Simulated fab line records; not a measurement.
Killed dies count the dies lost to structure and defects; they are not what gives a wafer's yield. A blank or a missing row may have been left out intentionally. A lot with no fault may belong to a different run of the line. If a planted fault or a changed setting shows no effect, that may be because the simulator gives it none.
Struck lot and sound lot, side by side	flow sky130	14 out of 708 route steps
Sound: these wafers, L698.3, L698.5, L698.6. Wafers L713.2, L713.3, L713.6 were the ones struck. The cause is given at the end.
Order at every step that has rows: each side's tool, ch and its chambers, its first start. Under that, the readings that differ: sound wafers	struck wafers	difference of the means	sigmas: that difference in standard deviations of wafers without a fault.
alike: readings whose means differ by less than 2 such deviations, and words and numbers that are the same on both sides. not compared: withheld readings, readings that some wafer has no value for, bounds like >300 that may hide the same value, and numbers for which the record gives no deviation and whose values overlap.
Wherever a step has rows on one side only, a row that says differs or no value, or a row with sigmas, the two part there. When numbers do not overlap yet have no deviation, they are printed without sigmas and do not part them. A reading missing from all wafers of one side parts the sides only when that side holds two or more wafers.

SKY_METAL1_SPUTTER_01: material TiN, target thk 20 nm, time 16.7 s.
  struck on pvd-sputter-04, day 37 10:46; sound on pvd-sputter-03, day 32 21:31
  alike: throttle-valve-pct
SKY_METAL1_SPUTTER_02: material AlCu, target thk 250 nm, time 13.3 s.
  struck on pvd-sputter-04, day 37 10:47; sound on pvd-sputter-03, day 32 21:32
  alike: throttle-valve-pct
SKY_METAL1_SPUTTER_03: material Ti, target thk 5 nm, time 3.3 s.
  struck on pvd-sputter-04, day 37 10:49; sound on pvd-sputter-03, day 32 21:34
  alike: throttle-valve-pct
SKY_METAL1_SPUTTER_04: material TiN, target thk 70 nm, time 58.3 s.
  struck on pvd-sputter-04, day 37 10:50; sound on pvd-sputter-03, day 32 21:35
  alike: throttle-valve-pct
SKY_METAL1_RS_MEAS_05: a four-point-probe measurement.
  struck on film-metro-04, day 37 10:55; sound on film-metro-03, day 32 21:40
  alike: METAL1_ALCU_RS
SKY_METAL1_THK_MEAS_06: measures by xrf.
  struck on film-metro-04, day 37 11:01; sound on film-metro-03, day 32 21:46
  alike: METAL1_ALCU_THK
then, 6 steps without rows for these wafers: SKY_METAL1_DEHYDRATE_07 (time 60 s); SKY_METAL1_HMDS_08 (prime time 60 s); SKY_METAL1_COAT_09 (resist thk 60 nm); SKY_METAL1_COAT_10 (resist thk 450 nm); SKY_METAL1_SOFTBAKE_11 (time 90 s); SKY_METAL1_EXPOSE_12 (exposes mask MM1, target cd 140 nm).
SKY_METAL1_PEB_13:
  sound on litho-track-03 ch 0, day 34 00:00; struck on litho-track-02, day 38 11:00
reading	sound	struck	difference	sigmas
exhaust-pa (Pa)	44.2 43.4 45.7	- - -	no value on the struck wafers	
  not compared: chill-plate-temp-C
then, 1 step without rows for these wafers: SKY_METAL1_DEVELOP_14 (develop time 60 s).

WHERE THEY PART
Only at SKY_METAL1_PEB_13, within this record.

WHY: whatever the simulator had introduced
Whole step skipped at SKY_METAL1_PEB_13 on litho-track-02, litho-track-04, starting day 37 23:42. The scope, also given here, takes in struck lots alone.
